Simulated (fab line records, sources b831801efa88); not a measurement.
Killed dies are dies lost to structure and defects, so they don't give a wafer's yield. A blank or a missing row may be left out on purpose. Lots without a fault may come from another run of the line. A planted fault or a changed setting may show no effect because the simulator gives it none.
A struck lot beside a sound one | flow sky130 | 17 steps out of a route of 708
Sound: wafers L340.1, L340.2, L340.5. Struck: wafers L356.3, L356.4, L356.5. The cause comes at the end.
At each step with rows: each side's tool, then ch and its chambers, then its first start. Under that, the readings that differ: sound wafers | struck wafers | difference of the means | sigmas: that difference in standard deviations of wafers without a fault.
alike: readings whose means differ by less than 2 such deviations, and words and numbers that are the same on both sides. not compared: withheld readings, readings that some wafer has no value for, bounds like >300 that may hide the same value, and numbers for which the record gives no deviation and whose values overlap.
The two part at a step that has a row with sigmas, a row that says differs or no value, or rows on one side only. Numbers that don't overlap but have no deviation are shown without sigmas and don't part them. A reading that every wafer of one side lacks parts them only if that side has two wafers or more.

first, 2 steps without rows for these wafers: SKY_CONTACT_PEB_12; SKY_CONTACT_DEVELOP_13 (develop time 60 s).
SKY_CONTACT_CD_MEAS_14: target cd 170 nm.
  sound on cd_sem-01, day 32 07:20; struck on cd_sem-02, day 37 02:02
  alike: cd_nm
SKY_CONTACT_OVL_MEAS_15:
  sound on overlay-02, day 32 07:28; struck on overlay-01, day 37 02:07
  alike: CONTACT_OVL
SKY_CONTACT_ETCH_16: etches BARC in N2/H2, stops on SiO2, time 45.9 s, target depth 60 nm.
  sound on rie_diel-04 ch 0,2, day 32 07:30; struck on rie_diel-01 ch 0,2, day 37 02:09
  alike: drypump_motor_current_A, oes_product_au, rf_fwd_power_W, throttle_valve_pct
  not compared: rf_hours_counter_h
SKY_CONTACT_ETCH_17: etches SiO2 in C4F8/O2/Ar, stops on Si3N4, target depth 340 nm.
  sound on rie_diel-04 ch 0,2, day 32 07:32; struck on rie_diel-01 ch 0,2, day 37 02:11
  alike: oes_product_au, rf_fwd_power_W
SKY_CONTACT_ETCH_18: etches Si3N4 in CHF3/O2, stops on TiN, time 39 s, target depth 75 nm.
  sound on rie_diel-04 ch 0,2; struck on rie_diel-01 ch 0,2
  reading               | sound             | struck            | difference | sigmas
  oes_product_au (a.u.) | 0.844 0.839 0.848 | 0.859 0.865 0.867 | +0.020     | +3
  alike: O2_flow_sccm, drypump_motor_current_A, rf_fwd_power_W, throttle_valve_pct
  not compared: rf_hours_counter_h
SKY_CONTACT_STRIP_19: strips in O2/N2.
  sound on plasma_asher-04 ch 0,1, day 32 07:38; struck on plasma_asher-01 ch 0,1, day 37 02:19
  alike: drypump_motor_current_A, oes_product_au, strip_time_to_endpoint_s
  not compared: rf_hours_counter_h
then, 3 steps without rows for these wafers: SKY_CONTACT_STRIP_20 (strips in post etch residue remover, time 1200 s); SKY_CONTACT_CLEAN_21 (cleans in IPA, time 180 s); SKY_CONTACT_CLEAN_22 (cleans in O3/DIW).
SKY_CONTACT_SPUTTER_23: material TiN, target thk 20 nm, time 80 s.
  sound on pvd_sputter-02, day 32 08:14; struck on pvd_sputter-04, day 37 02:53
  alike: throttle_valve_pct
SKY_CONTACT_CVD_24: deposits W, target thk 340 nm, time 102.12 s.
  sound on cvd_w-02 ch 0,1, day 32 08:17; struck on cvd_w-02 ch 0,1, day 37 02:59
  no value came back on the struck wafers for chamber_pressure_Torr (Torr), heater_power_outer_w (W), heater_power_w (W); on the sound wafers chamber_pressure_Torr (Torr) reads 39.88 40.08 40.06
  not compared: since_wet_clean_h
SKY_CONTACT_RS_MEAS_25: measures by four-point-probe.
  sound on film_metro-04, day 32 08:24; struck on film_metro-04, day 37 03:06
  reading               | sound             | struck               | difference | sigmas
  CONTACT_W_RS (ohm/sq) | 0.339 0.342 0.337 | 56.975 57.687 58.004 | +57.216    | +99 or more
SKY_CONTACT_THK_MEAS_26: measures by xrf.
  sound on film_metro-04, day 32 08:31; struck on film_metro-04, day 37 03:12
  reading            | sound       | struck   | difference | sigmas
  CONTACT_W_THK (nm) | 355 354 359 | <0 <0 <0 | differs    |
SKY_CONTACT_CMP_27: polishes, stops on SiO2, t overpolish 15 s, target thk 0 nm.
  sound on cmp-01 ch 0,3, day 32 08:35; struck on cmp-02 ch 0,1,2, day 37 03:14
  reading                | sound    | struck | difference | sigmas
  time_to_endpoint_s (s) | 81 82 82 | 3 6 6  | -77        | -22
  alike: motor_current_A
-- the record jumps here: 13 days lie between the struck wafers' starts before and after (it left off in module CONTACT and takes up again in module PAD_OPEN, whose first step shown is number 708 of the route) --
SKY_PAD_OPEN_PROBE_99:
  the record has rows for the struck wafers here (prober-01, day 50 02:15) and none for the sound ones

WHERE THEY PART
First at SKY_CONTACT_ETCH_18; last, within this record, at SKY_PAD_OPEN_PROBE_99.

WHY: what the simulator had put in
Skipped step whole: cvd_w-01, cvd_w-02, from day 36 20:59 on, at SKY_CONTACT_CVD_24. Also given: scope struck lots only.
